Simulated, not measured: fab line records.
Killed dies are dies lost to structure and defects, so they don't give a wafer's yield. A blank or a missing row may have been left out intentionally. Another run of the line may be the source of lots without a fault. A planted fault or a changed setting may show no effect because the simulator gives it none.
fab line records | flow sky130
[record] lots = 7 wafers = 21 last_day = 50
route steps=708 shown PWDE@54 NWELL@56 PAD_OPEN@708
lots untouched by any fault: they come from a run of this same line in which no faults occurred
start_h: start of the lot's first displayed wafer, in hours after the record's first day | wait_h: hours elapsed since this lot's preceding step | " as in the row above | L1.1+2: a row that stands for several wafers | - either no value or no given start | * or withheld: withheld | < > ~ a bound
route shown NAME@n: names a module that has steps shown in the file, with the first one's number in the route | usual: mean and standard deviation over wafers with no fault | same: alike in all rows | chamber/n: place in a boat | sites: each site's reading | _std_site: the standard deviation of these | _edge_site: mean of outer sites minus mean of inner sites | radius_mm: how far each site lies from the wafer's centre | mask NAME#n: copy n | behind: tool/chamber where the wafer was last shaped | hold: cause of the lot's hold/its duration in hours/its outcome | device: whichever transistor did not switch (one of n, p or np) | end of line: the same wafers' tests at the end of the route | for a step that has no rows: nothing shown but its recipe | killed: at the first sort, the dies lost to defects and structure; wafer yield is something else | map: the dies of a wafer, with x for killed, . for not killed, _ for no die there
set.NAME: the setting the step ran with; set.NAME@STEP: the setting that earlier step ran with | model.NAME: the simulator's own value behind a step, which no gauge read
lots seen at some steps along the route; tables by step, rows by wafer
services: the hour from which a tool's chamber was out of use, counted from the record's first day as start_h (under 0 if before that day), plus the number of hours and why
[[steps]]
[step SKY_PWDE_STRIP_09]
[recipe] chemistry = O2/N2 power_w = 1400 pressure_mtorr = 1500 platen_temp_c = withheld o2_flow_sccm = 3000 n2_flow_sccm = 300 overash_fraction = 0.5
[usual] drypump_motor_current_A = 5.95/0.3 oes_product_au = 0.723/0.0046 strip_time_to_endpoint_s = 36.96/0.1
// columns lot.wafer tool chamber start_h wait_h drypump_motor_current_A oes_product_au rf_hours_counter_h strip_time_to_endpoint_s
L183.1 plasma_asher-03 1 85.22 0.1 6.18 0.722 40 36.92
L183.4 " 1 " " 6.20 0.725 - 36.98
L183.6 " 1 " " 6.18 0.724 - 36.92
L185.3 plasma_asher-02 1 98.50 0.1 6.35 0.731 - 36.94
L185.5 " 1 " " 6.34 0.734 - 36.84
L185.6 " 0 " " 6.10 0.731 - 36.95
L187.2 plasma_asher-02 1 108.67 0.1 6.31 0.727 30 36.96
L187.4 " 1 " " 6.31 0.717 - 36.89
L187.6 " 1 " " 6.31 0.723 - 36.98
L189.1 plasma_asher-03 0 120.49 0.1 5.72 0.725 0 36.87
L189.3 " 1 " " 6.15 0.724 - 36.92
L189.5 " 1 " " 6.16 0.726 - 36.97
L195.1 plasma_asher-01 0 158.69 0.1 5.84 0.727 46 36.94
L195.2 " 1 " " 5.47 0.725 46 37.02
L195.6 " 0 " " 5.85 0.725 - 36.95
L196.1 plasma_asher-02 0 162.73 0.1 6.10 0.718 36 36.87
L196.2 " 1 " " 6.30 0.720 36 36.97
L196.5 " 0 " " 6.10 0.719 - 36.87
L201.2 plasma_asher-03 1 194.48 0.1 6.15 0.722 7 37.01
L201.3 " 1 " " 6.14 0.726 - 37.11
L201.5 " 1 " " 6.14 0.721 - 37.11
[step SKY_PWDE_TW_MEAS_10]
[usual] PWDE_TW = 373/3.8
// columns lot.wafer tool chamber start_h wait_h PWDE_TW
L183.1 film_metro-01 - 85.32 0.1 374
L183.4 " - " " 373
L183.6 " - " " 374
L185.3 film_metro-04 - 98.59 0.1 377
L185.5 " - " " 377
L185.6 " - " " 380
L187.2 film_metro-03 - 108.78 0.1 371
L187.4 " - " " 369
L187.6 " - " " 369
L189.1 film_metro-01 - 120.59 0.1 373
L189.3 " - " " 373
L189.5 " - " " 373
L195.1 film_metro-01 - 158.79 0.1 371
L195.2 " - " " 371
L195.6 " - " " 369
L196.1 film_metro-04 - 162.83 0.1 376
L196.2 " - " " 374
L196.5 " - " " 376
L201.2 film_metro-03 - 194.59 0.1 368
L201.3 " - " " 369
L201.5 " - " " 369
[step SKY_NWELL_DEHYDRATE_03]
[recipe] temp_c = 200 time_s = 60
[step SKY_NWELL_HMDS_04]
[recipe] prime_time_s = 60 prime_temp_c = 120
[step SKY_NWELL_COAT_05]
[recipe] spin_rpm = 2000 resist_thk_nm = 3000
[step SKY_NWELL_SOFTBAKE_06]
[recipe] temp_c = 110 time_s = withheld
[step SKY_NWELL_EXPOSE_07]
[recipe] mask_id = NWM na = 0.6 source_shape = conventional sigma_outer = 0.6 polarization = unpolarized target_cd_nm = 840 dose_mj = 255
[step SKY_NWELL_PEB_08]
[recipe] temp_c = 115 time_s = withheld
[step SKY_NWELL_DEVELOP_09]
[recipe] wall_angle_deg = 90 developer = TMAH develop_time_s = 60 dev_temp_c = 23
[step SKY_NWELL_OVL_MEAS_10]
[usual] NWELL_00_OVL = -1.3/1.6
// columns lot.wafer tool chamber start_h wait_h NWELL_00_OVL[nm]
L183.1 overlay-01 - 103.00 - -0.7
L183.4 " - " " -2.7
L183.6 " - " " -3.0
L185.3 overlay-01 - 116.84 - 2.9
L185.5 " - " " 2.7
L185.6 " - " " 1.5
L187.2 overlay-01 - 126.91 - 0.1
L187.4 " - " " -1.1
L187.6 " - " " -0.2
L189.1 overlay-01 - 139.64 - -2.1
L189.3 " - " " -2.2
L189.5 " - " " -1.7
L195.1 overlay-02 - 178.53 - -5.1
L195.2 " - " " -3.1
L195.6 " - " " -3.6
L196.1 overlay-01 - 182.54 - -0.3
L196.2 " - " " -0.9
L196.5 " - " " -1.3
L201.2 overlay-02 - 217.21 - -2.0
L201.3 " - " " -2.1
L201.5 " - " " 0.0
[step SKY_NWELL_IMPLANT_11]
[recipe] species = P energy_kev = 400 dose_cm2 = 1.9e+13 tilt_deg = withheld
[step SKY_NWELL_IMPLANT_12]
[recipe] species = P energy_kev = 120 dose_cm2 = 1.3e+12 tilt_deg = withheld
[step SKY_NWELL_IMPLANT_13]
[recipe] species = P energy_kev = 50 dose_cm2 = 7e+11 tilt_deg = withheld
[usual] dose_ions_cm2 = 6.999e+11/7.2e+08 faraday_current_uA = 3.94/0.082
// columns lot.wafer tool chamber start_h wait_h dose_ions_cm2 faraday_current_uA
L183.1 implanter-01 0 103.34 0.1 6.998e+11 4.04
L183.4 " 0 " " 6.994e+11 4.06
L183.6 " 0 " " 6.995e+11 3.90
L185.3 implanter-01 0 117.22 0.1 3.558e+11 1.95
L185.5 " 0 " " 3.547e+11 2.03
L185.6 " 0 " " 3.55e+11 2.02
L187.2 implanter-01 0 127.27 0.1 3.56e+11 2.00
L187.4 " 0 " " 3.557e+11 1.97
L187.6 " 0 " " 3.552e+11 2.02
L189.1 implanter-01 0 139.98 0.1 3.549e+11 2.04
L189.3 " 0 " " 3.55e+11 1.95
L189.5 " 0 " " 3.562e+11 1.99
L195.1 implanter-04 0 178.87 0.1 7.001e+11 3.98
L195.2 " 0 " " 6.991e+11 4.09
L195.6 " 0 " " 6.997e+11 3.85
L196.1 implanter-02 0 182.88 0.1 6.988e+11 3.94
L196.2 " 0 " " 6.989e+11 4.07
L196.5 " 0 " " 6.997e+11 3.88
L201.2 implanter-04 0 217.56 0.1 6.994e+11 3.90
L201.3 " 0 " " 6.994e+11 3.90
L201.5 " 0 " " 6.997e+11 4.00
[step SKY_NWELL_STRIP_14]
[recipe] chemistry = O2/N2 power_w = 1400 pressure_mtorr = 1500 platen_temp_c = withheld o2_flow_sccm = 3000 n2_flow_sccm = 300 overash_fraction = 0.5
[usual] drypump_motor_current_A = 5.92/0.28 oes_product_au = 0.722/0.005 strip_time_to_endpoint_s = 36.97/0.12
// columns lot.wafer tool chamber start_h wait_h drypump_motor_current_A oes_product_au rf_hours_counter_h strip_time_to_endpoint_s
L183.1 plasma_asher-01 1 103.49 0.1 5.48 0.717 41 36.79
L183.4 " 1 " " 5.49 0.731 - 36.81
L183.6 " 0 " " 5.84 0.724 - 36.77
L185.3 plasma_asher-01 0 117.35 0.1 5.84 0.725 - 37.04
L185.5 " 1 " " 5.43 0.720 - 37.02
L185.6 " 0 " " 5.78 0.721 - 36.94
L187.2 plasma_asher-04 0 127.39 0.1 6.25 0.723 44 37.01
L187.4 " 0 " " 6.24 0.726 - 37.09
L187.6 " 1 " " 6.09 0.723 - 37.12
L189.1 plasma_asher-04 1 140.13 0.1 6.10 0.722 46 37.04
L189.3 " 1 " " 6.11 0.726 - 37.04
L189.5 " 1 " " 6.10 0.726 - 36.96
L195.1 plasma_asher-04 0 179.02 0.1 6.23 0.715 50 37.37
L195.2 " 1 " " 6.11 0.722 50 37.32
L195.6 " 1 " " 6.11 0.729 - 37.28
L196.1 plasma_asher-01 1 183.03 0.1 5.51 0.727 49 37.13
L196.2 " 0 " " 5.84 0.726 49 36.97
L196.5 " 0 " " 5.84 0.718 - 36.95
L201.2 plasma_asher-01 0 217.69 0.1 5.82 0.727 53 36.83
L201.3 " 0 " " 5.84 0.730 - 36.83
L201.5 " 1 " " 5.49 0.717 - 36.85
[step SKY_NWELL_TW_MEAS_15]
[usual] NWELL_TW = 1819/18
// columns lot.wafer tool chamber start_h wait_h NWELL_TW
L183.1 film_metro-01 - 103.59 0.1 1814
L183.4 " - " " 1833
L183.6 " - " " 1821
L185.3 film_metro-04 - 117.44 0.1 1834
L185.5 " - " " 1834
L185.6 " - " " 1831
L187.2 film_metro-03 - 127.50 0.1 1797
L187.4 " - " " 1794
L187.6 " - " " 1804
L189.1 film_metro-04 - 140.23 0.1 1834
L189.3 " - " " 1830
L189.5 " - " " 1826
L195.1 film_metro-04 - 179.12 0.1 1831
L195.2 " - " " 1841
L195.6 " - " " 1830
L196.1 film_metro-01 - 183.13 0.1 1811
L196.2 " - " " 1817
L196.5 " - " " 1806
L201.2 film_metro-03 - 217.80 0.1 1800
L201.3 " - " " 1787
L201.5 " - " " 1787
[step SKY_NWELL_DEHYDRATE_16]
[recipe] temp_c = 200 time_s = 60
[step SKY_NWELL_HMDS_17]
[recipe] prime_time_s = 60 prime_temp_c = 120
[step SKY_NWELL_COAT_18]
[recipe] spin_rpm = 2000 resist_thk_nm = 3000
[step SKY_NWELL_SOFTBAKE_19]
[recipe] temp_c = 110 time_s = withheld
[step SKY_NWELL_EXPOSE_20]
[recipe] mask_id = NWM_COMPLEMENT na = 0.6 source_shape = conventional sigma_outer = 0.6 polarization = unpolarized target_cd_nm = 840 dose_mj = 260
[step SKY_NWELL_PEB_21]
[recipe] temp_c = 115 time_s = withheld
[step SKY_NWELL_DEVELOP_22]
[recipe] wall_angle_deg = 90 developer = TMAH develop_time_s = 60 dev_temp_c = 23
[step SKY_NWELL_OVL_MEAS_23]
[usual] NWELL_01_OVL = 0.4/1.9
// columns lot.wafer tool chamber start_h wait_h NWELL_01_OVL[nm]
L183.1 overlay-02 - 121.90 - 0.3
L183.4 " - " " -0.7
L183.6 " - " " -1.7
L185.3 overlay-01 - 135.92 - 3.4
L185.5 " - " " 3.3
L185.6 " - " " 2.3
L187.2 overlay-01 - 146.45 - 0.7
L187.4 " - " " 0.7
L187.6 " - " " 0.2
L189.1 overlay-02 - 159.75 - -3.0
L189.3 " - " " -1.0
L189.5 " - " " -1.9
L195.1 overlay-01 - 201.10 - -4.1
L195.2 " - " " -1.7
L195.6 " - " " 0.2
L196.1 overlay-01 - 206.28 - -0.1
L196.2 " - " " 0.0
L196.5 " - " " 0.4
L201.2 overlay-02 - 239.90 - -0.5
L201.3 " - " " -2.0
L201.5 " - " " -0.1
[step SKY_NWELL_IMPLANT_24]
[recipe] species = B energy_kev = 140 dose_cm2 = 9.2e+12 tilt_deg = withheld
[step SKY_NWELL_STRIP_25]
[recipe] chemistry = O2/N2 power_w = 1400 pressure_mtorr = 1500 platen_temp_c = withheld o2_flow_sccm = 3000 n2_flow_sccm = 300 overash_fraction = 0.5
[usual] drypump_motor_current_A = 5.87/0.28 oes_product_au = 0.722/0.0046 strip_time_to_endpoint_s = 36.99/0.14
// columns lot.wafer tool chamber start_h wait_h drypump_motor_current_A oes_product_au rf_hours_counter_h strip_time_to_endpoint_s
L183.1 plasma_asher-01 0 122.09 0.1 5.82 0.715 43 36.79
L183.4 " 0 " " 5.81 0.726 - 37.00
L183.6 " 0 " " 5.81 0.717 - 36.87
L185.3 plasma_asher-03 0 136.12 0.1 5.71 0.719 - 37.06
L185.5 " 1 " " 6.17 0.731 - 37.05
L185.6 " 0 " " 5.70 0.727 - 37.07
L187.2 plasma_asher-03 0 146.63 0.1 5.69 0.723 2 37.25
L187.4 " 0 " " 5.71 0.723 - 37.22
L187.6 " 0 " " 5.71 0.722 - 37.14
L189.1 plasma_asher-04 1 159.94 0.1 6.10 0.721 48 37.01
L189.3 " 0 " " 6.24 0.727 - 36.93
L189.5 " 0 " " 6.22 0.723 - 36.95
L195.1 plasma_asher-01 1 201.29 0.1 5.49 0.725 51 37.10
L195.2 " 0 " " 5.82 0.718 51 36.98
L195.6 " 0 " " 5.84 0.716 - 37.03
L196.1 plasma_asher-03 1 206.47 0.1 6.19 0.722 8 36.86
L196.2 " 0 " " 5.71 0.721 8 36.94
L196.5 " 1 " " 6.19 0.733 - 36.93
L201.2 plasma_asher-04 0 240.08 0.1 6.27 0.717 53 37.12
L201.3 " 0 " " 6.26 0.720 - 37.23
L201.5 " 0 " " 6.24 0.729 - 37.11
[step SKY_NWELL_TW_MEAS_26]
[usual] NWELL_2_TW = 495/4.9
// columns lot.wafer tool chamber start_h wait_h NWELL_2_TW
L183.1 film_metro-04 - 122.19 0.1 500
L183.4 " - " " 501
L183.6 " - " " 500
L185.3 film_metro-01 - 136.21 0.1 496
L185.5 " - " " 500
L185.6 " - " " 500
L187.2 film_metro-03 - 146.74 0.1 492
L187.4 " - " " 490
L187.6 " - " " 491
L189.1 film_metro-03 - 160.04 0.1 486
L189.3 " - " " 490
L189.5 " - " " 491
L195.1 film_metro-04 - 201.39 0.1 500
L195.2 " - " " 501
L195.6 " - " " 499
L196.1 film_metro-01 - 206.57 0.1 497
L196.2 " - " " 496
L196.5 " - " " 494
L201.2 film_metro-04 - 240.19 0.1 501
L201.3 " - " " 501
L201.5 " - " " 505
[step SKY_NWELL_CLEAN_27]
[recipe] chemistry = SC1/SC2 mix = 1:4:20 temp_c = 70 time_s = 150 dry = n2_spin
[step SKY_NWELL_RTA_28]
[recipe] temp_c = 1050 time_s = 30 idle_temp_c = 650 ramp_up_c_per_s = 150 ramp_down_c_per_s = 90 ambient = N2
[usual] lamp_power_pct = 25.30/0.052 wafer_temp_C_max = 1054.8/0.91
// columns lot.wafer tool chamber start_h wait_h lamp_power_pct wafer_temp_C_max
L183.1 rtp_anneal-02 0 122.30 0.0 25.39 1053.3
L183.4 " 0 " " 25.25 1054.6
L183.6 " 0 " " 25.22 1054.5
L185.3 rtp_anneal-02 0 136.33 0.0 25.24 1054.6
L185.5 " 0 " " 25.31 1054.4
L185.6 " 0 " " 25.30 1055.1
L187.2 rtp_anneal-02 0 146.85 0.0 25.31 1053.9
L187.4 " 0 " " 25.33 1053.6
L187.6 " 0 " " 25.41 1054.7
L189.1 rtp_anneal-02 0 160.15 0.0 25.27 1054.2
L189.3 " 0 " " 25.32 1053.9
L189.5 " 0 " " 25.42 1055.2
L195.1 rtp_anneal-01 0 201.50 0.0 25.27 1054.5
L195.2 " 0 " " 25.33 1056.8
L195.6 " 0 " " 25.40 1054.2
L196.1 rtp_anneal-02 0 206.68 0.0 25.30 1055.0
L196.2 " 0 " " 25.34 1053.5
L196.5 " 0 " " 25.33 1053.9
L201.2 rtp_anneal-02 0 240.30 0.0 25.30 1055.4
L201.3 " 0 " " 25.33 1055.2
L201.5 " 0 " " 25.43 1054.3
[step SKY_NWELL_RS_MEAS_29]
[recipe] thk_meas_gauge = four-point-probe
[usual] NWELL_RS = 624.6/1.4
// columns lot.wafer tool chamber start_h wait_h NWELL_RS[ohm/sq]
L183.1 film_metro-01 - 122.40 0.1 627.5
L183.4 " - " " 626.4
L183.6 " - " " 626.3
L185.3 film_metro-04 - 136.44 0.1 638.4
L185.5 " - " " 636.9
L185.6 " - " " 636.9
L187.2 film_metro-03 - 146.96 0.1 635.9
L187.4 " - " " 633.9
L187.6 " - " " 634.0
L189.1 film_metro-03 - 160.25 0.1 637.3
L189.3 " - " " 635.9
L189.5 " - " " 637.1
L195.1 film_metro-04 - 201.60 0.1 623.3
L195.2 " - " " 626.0
L195.6 " - " " 624.8
L196.1 film_metro-04 - 206.78 0.1 624.2
L196.2 " - " " 625.4
L196.5 " - " " 625.6
L201.2 film_metro-04 - 240.41 0.1 626.2
L201.3 " - " " 625.4
L201.5 " - " " 625.7
[step SKY_PAD_OPEN_PROBE_99]
[usual] killed_at_M0_to_M3 = 43/6.8 killed_at_M4_up = 3.3/2.1 killed_at_contacts = 24/5 killed_at_front_end = 15/4.4 killed_at_other = 0.3/0.57 killed_dies = 86/9.7 killed_open = 47/7.3 killed_short = 39/6.1
[same] gross_dies = 492 killed_at_back_side = 0
// columns lot.wafer tool chamber start_h wait_h killed_at_M0_to_M3 killed_at_M4_up killed_at_contacts killed_at_front_end killed_at_other killed_dies killed_open killed_short model.etest.nfet_16v.r_on_ohm_um model.etest.pfet_g5v0d10v5.r_on_ohm_um model.etest.tip_p.rs_ohm_sq model.etest.tip_p_5v.rs_ohm_sq model.etest.pfet_g5v0d10v5.drive_ua_um model.etest.pfet_01v8_lvt.drive_ua_um model.etest.pfet_16v.drive_ua_um model.etest.pfet_g5v0d10v5.off_log10_a_um
L183.1 prober-01 - 1103.21 0.1 39 10 28 24 2 103 52 47 1.431e+04 4764 6795 2844 337.4 174.4 237.7 -12.62
L183.4 prober-01 - 1103.36 0.2 53 7 22 12 1 95 49 45 1.42e+04 4745 6816 2818 337.7 178 238.9 -12.69
L185.3 prober-01 - 1113.31 0.2 45 2 27 24 2 100 55 45 1.446e+04 4455 6750 2774 366.1 195.8 257.8 -10.27
L185.5 prober-01 - 1113.41 0.2 46 3 30 13 1 93 55 38 1.455e+04 4541 6753 2790 358.6 193.7 252 -10.26
L185.6 prober-01 - 1113.46 0.2 40 2 30 15 0 87 53 34 1.461e+04 4540 6712 2788 359 191.9 253.6 -10.14
L187.2 prober-01 - 1128.82 0.1 43 4 18 12 0 77 35 41 1.469e+04 4493 6702 2770 365.6 187.6 261.9 -10.26
L187.4 prober-01 - 1128.92 0.2 42 2 18 18 0 80 42 37 1.454e+04 4526 6676 2777 366.4 187.5 264.8 -9.98
L187.6 prober-01 - 1129.02 0.2 39 1 21 7 0 68 43 25 1.464e+04 4456 6663 2747 371.3 188.2 262.1 -10.27
L189.1 prober-01 - 1133.55 0.1 48 2 24 19 0 93 48 45 1.433e+04 4479 6788 2758 367.5 191.1 255.1 -10.78
L189.3 prober-01 - 1133.65 0.2 43 4 21 16 0 84 46 38 1.456e+04 4528 6839 2772 357 189.9 257.1 -10.59
L189.5 prober-01 - 1133.75 0.2 41 2 28 18 1 90 50 40 1.45e+04 4494 6775 2762 361.7 189.2 255.5 -10.43
L195.1 prober-01 - 1169.18 0.1 49 2 15 14 0 80 43 37 1.389e+04 4856 6795 2862 334.5 172.7 236.6 -12.88
L195.2 prober-01 - 1169.23 0.1 51 1 23 7 1 83 51 31 1.405e+04 4823 6900 2865 334.2 172.1 236.8 -12.69
L195.6 prober-01 - 1169.43 0.2 46 2 19 17 0 84 52 32 1.408e+04 4913 6872 2838 326.6 168.3 233.6 -12.96
L196.1 prober-02 - 1175.36 0.1 48 2 30 10 0 90 52 38 1.393e+04 4876 6826 2907 332.7 167.4 242.1 -13.16
L196.2 prober-02 - 1175.41 0.1 39 5 20 16 0 80 42 38 1.395e+04 4816 6868 2881 335.3 169.8 244.5 -12.77
L196.5 prober-02 - 1175.56 0.2 57 3 22 20 0 102 54 48 1.386e+04 4878 6831 2897 332.4 165.5 241.7 -12.92
L201.2 prober-01 - 1195.20 0.1 53 4 26 20 0 103 59 44 1.429e+04 4752 6943 2824 343.2 174.4 245.3 -12.8
L201.3 prober-01 - 1195.25 0.2 49 4 16 17 0 86 41 44 1.421e+04 4778 7030 2838 335.6 173.2 248.5 -12.98
L201.5 prober-01 - 1195.35 0.2 51 3 19 25 0 98 54 42 1.439e+04 4780 6958 2814 338.8 173.3 251.1 -12.57
// killed by level:class
L183.1 LI_CONTACT:geometric_particle:open=9 CONTACT:geometric_particle:open=8 METAL4:geometric_particle:short=8 POLY_GATE:geometric_particle:open=6 METAL2:geometric_particle:short=6 VIA3:geometric_particle:open=6 CONTACT:geometric_particle:short=6 METAL1:geometric_particle:short=5
L183.4 VIA1:geometric_particle:open=10 VIA3:geometric_particle:open=9 VIA2:geometric_particle:open=8 CONTACT:geometric_particle:open=8 LI_CONTACT:geometric_particle:open=7 VIA2:geometric_particle:short=7 METAL4:geometric_particle:short=6 VIA1:geometric_particle:short=5
L185.3 CONTACT:geometric_particle:open=10 VIA2:geometric_particle:open=9 METAL1:geometric_particle:short=8 VIA1:geometric_particle:open=8 FIELD_ISO:geometric_particle:open=7 LI_CONTACT:geometric_particle:open=7 POLY_GATE:geometric_particle:short=6 POLY_GATE:geometric_particle:open=6
L185.5 CONTACT:geometric_particle:open=12 LI_CONTACT:geometric_particle:open=11 VIA3:geometric_particle:open=11 VIA1:geometric_particle:open=9 METAL1:geometric_particle:short=5 METAL2:geometric_particle:short=5 VIA2:geometric_particle:short=5 FIELD_ISO:geometric_particle:short=4
L185.6 LI_CONTACT:geometric_particle:open=13 VIA1:geometric_particle:open=9 VIA2:geometric_particle:open=7 CONTACT:geometric_particle:open=7 VIA1:geometric_particle:short=7 POLY_GATE:geometric_particle:short=6 POLY_GATE:geometric_particle:open=6 VIA3:geometric_particle:open=6
L187.2 CONTACT:geometric_particle:open=6 METAL2:geometric_particle:short=6 VIA2:geometric_particle:short=6 VIA3:geometric_particle:open=5 METAL1:geometric_particle:short=5 FIELD_ISO:geometric_particle:open=4 LI_CONTACT:geometric_particle:short=4 LOCAL_INTERCONNECT:geometric_particle:short=4
L187.4 LI_CONTACT:geometric_particle:open=7 VIA1:geometric_particle:open=7 VIA2:geometric_particle:open=7 POLY_GATE:geometric_particle:short=6 VIA3:geometric_particle:open=6 VIA2:geometric_particle:short=6 POLY_GATE:geometric_particle:open=5 METAL1:geometric_particle:short=5
L187.6 CONTACT:geometric_particle:open=11 VIA3:geometric_particle:open=9 VIA2:geometric_particle:open=7 VIA1:geometric_particle:open=6 LOCAL_INTERCONNECT:geometric_particle:short=4 METAL2:geometric_particle:short=4 FIELD_ISO:geometric_particle:open=3 VIA2:geometric_particle:short=3
L189.1 VIA1:geometric_particle:open=11 VIA3:geometric_particle:open=9 POLY_GATE:geometric_particle:short=6 VIA2:geometric_particle:short=6 CONTACT:geometric_particle:open=6 VIA2:geometric_particle:open=6 LI_CONTACT:geometric_particle:short=5 LI_CONTACT:geometric_particle:open=5
L189.3 CONTACT:geometric_particle:open=9 VIA1:geometric_particle:open=9 VIA2:geometric_particle:open=8 VIA3:geometric_particle:open=7 LI_CONTACT:geometric_particle:open=6 POLY_GATE:geometric_particle:short=5 POLY_GATE:geometric_particle:open=5 VIA1:geometric_particle:short=4
L189.5 CONTACT:geometric_particle:open=10 VIA2:geometric_particle:open=8 LI_CONTACT:geometric_particle:open=7 VIA1:geometric_particle:open=6 FIELD_ISO:geometric_particle:open=5 METAL2:geometric_particle:short=5 METAL1:geometric_particle:short=5 CONTACT:geometric_particle:short=5
L195.1 VIA2:geometric_particle:open=10 VIA1:geometric_particle:open=8 METAL1:geometric_particle:short=6 VIA1:geometric_particle:short=6 VIA3:geometric_particle:open=6 LI_CONTACT:geometric_particle:open=5 CONTACT:geometric_particle:open=5 METAL2:geometric_particle:short=5
L195.2 VIA1:geometric_particle:open=16 CONTACT:geometric_particle:open=11 VIA2:geometric_particle:open=8 VIA1:geometric_particle:short=7 METAL2:geometric_particle:short=6 CONTACT:geometric_particle:short=5 VIA3:geometric_particle:open=5 LI_CONTACT:geometric_particle:open=4
L195.6 VIA1:geometric_particle:open=14 CONTACT:geometric_particle:open=10 POLY_GATE:geometric_particle:open=7 VIA1:geometric_particle:short=7 VIA3:geometric_particle:open=7 METAL1:geometric_particle:short=5 FIELD_ISO:geometric_particle:short=3 LI_CONTACT:geometric_particle:open=3
L196.1 VIA1:geometric_particle:open=15 VIA3:geometric_particle:open=11 LI_CONTACT:geometric_particle:open=8 CONTACT:geometric_particle:open=7 VIA3:geometric_particle:short=7 CONTACT:geometric_particle:short=6 LOCAL_INTERCONNECT:geometric_particle:short=5 POLY_GATE:geometric_particle:short=3
L196.2 FIELD_ISO:geometric_particle:open=7 VIA3:geometric_particle:open=7 CONTACT:geometric_particle:open=6 METAL3:geometric_particle:short=5 LI_CONTACT:geometric_particle:open=5 VIA1:geometric_particle:open=5 VIA1:geometric_particle:short=5 POLY_GATE:geometric_particle:open=4
L196.5 VIA1:geometric_particle:open=11 VIA3:geometric_particle:open=10 METAL1:geometric_particle:short=9 VIA2:geometric_particle:open=9 METAL2:geometric_particle:short=6 LI_CONTACT:geometric_particle:open=5 CONTACT:geometric_particle:open=5 VIA1:geometric_particle:short=5
L201.2 VIA1:geometric_particle:open=12 VIA2:geometric_particle:open=12 LI_CONTACT:geometric_particle:open=9 CONTACT:geometric_particle:open=9 VIA1:geometric_particle:short=8 VIA3:geometric_particle:open=6 FIELD_ISO:geometric_particle:open=5 FIELD_ISO:geometric_particle:short=5
L201.3 CONTACT:geometric_particle:open=10 VIA1:geometric_particle:open=8 VIA3:geometric_particle:open=8 POLY_GATE:geometric_particle:short=6 METAL1:geometric_particle:short=6 VIA1:geometric_particle:short=6 VIA2:geometric_particle:open=5 METAL2:geometric_particle:short=4
L201.5 VIA1:geometric_particle:short=11 VIA1:geometric_particle:open=11 CONTACT:geometric_particle:open=10 POLY_GATE:geometric_particle:open=8 VIA3:geometric_particle:open=6 FIELD_ISO:geometric_particle:open=5 POLY_GATE:geometric_particle:short=5 VIA3:geometric_particle:short=4
[[services]]
// columns tool chamber start_h hours kind
rtp_anneal-02 - 78.03 1.3 pm
implanter-04 - 82.94 48.8 pm
plasma_asher-03 - 108.75 9.0 pm
plasma_asher-03 0 108.75 9.0 vent_cycle
plasma_asher-03 1 108.75 9.0 vent_cycle
plasma_asher-03 0 117.75 - clean
plasma_asher-03 1 117.75 - clean
plasma_asher-03 - 125.19 7.4 pm
implanter-04 - 149.99 5.5 repair
implanter-04 - 161.93 5.4 pm
plasma_asher-04 - 197.05 28.1 pm
implanter-02 - 215.14 4.4 repair
plasma_asher-03 - 229.38 14.1 repair
implanter-01 - 235.98 5.3 repair
[[key]]
[first_sign] step = SKY_NWELL_IMPLANT_13 reading = dose_ions_cm2 direction = down sigmas = 99+ usual = * struck = *
[effect] step = SKY_NWELL_IMPLANT_13 reading = faraday_current_uA direction = down sigmas = 24 usual = 3.94 struck = 2.00
[effect] step = SKY_NWELL_RS_MEAS_29 reading = NWELL_RS direction = up sigmas = 8.5 usual = 624.6 struck = 636.2
[model_effect] step = SKY_PAD_OPEN_PROBE_99 value = etest.nfet_16v.r_on_ohm_um without = 1.412e+04 struck = 1.454e+04
met_at SKY_NWELL_IMPLANT_13
struck_wafers L185.3,L185.5,L185.6,L187.2,L187.4,L187.6,L189.1,L189.3,L189.5
tester_left_out L185,L187,L189
onset_between 103.34 117.22
[fault] kind = process_parameter_drift tool = implanter-01 chamber = - onset_h = 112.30 steps = SKY_NWELL_IMPLANT_13 channel = dose_cm2 offset = * shape = step end_h = 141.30 acts_in = * stated = *
// tester_left_out: of these lots the tester's yield and bins aren't shown, on N5 and GAA mostly nor the transistor test; their killed dies are dies lost to structure and defects alone, not to doping, threshold or leakage, so they don't give the yield
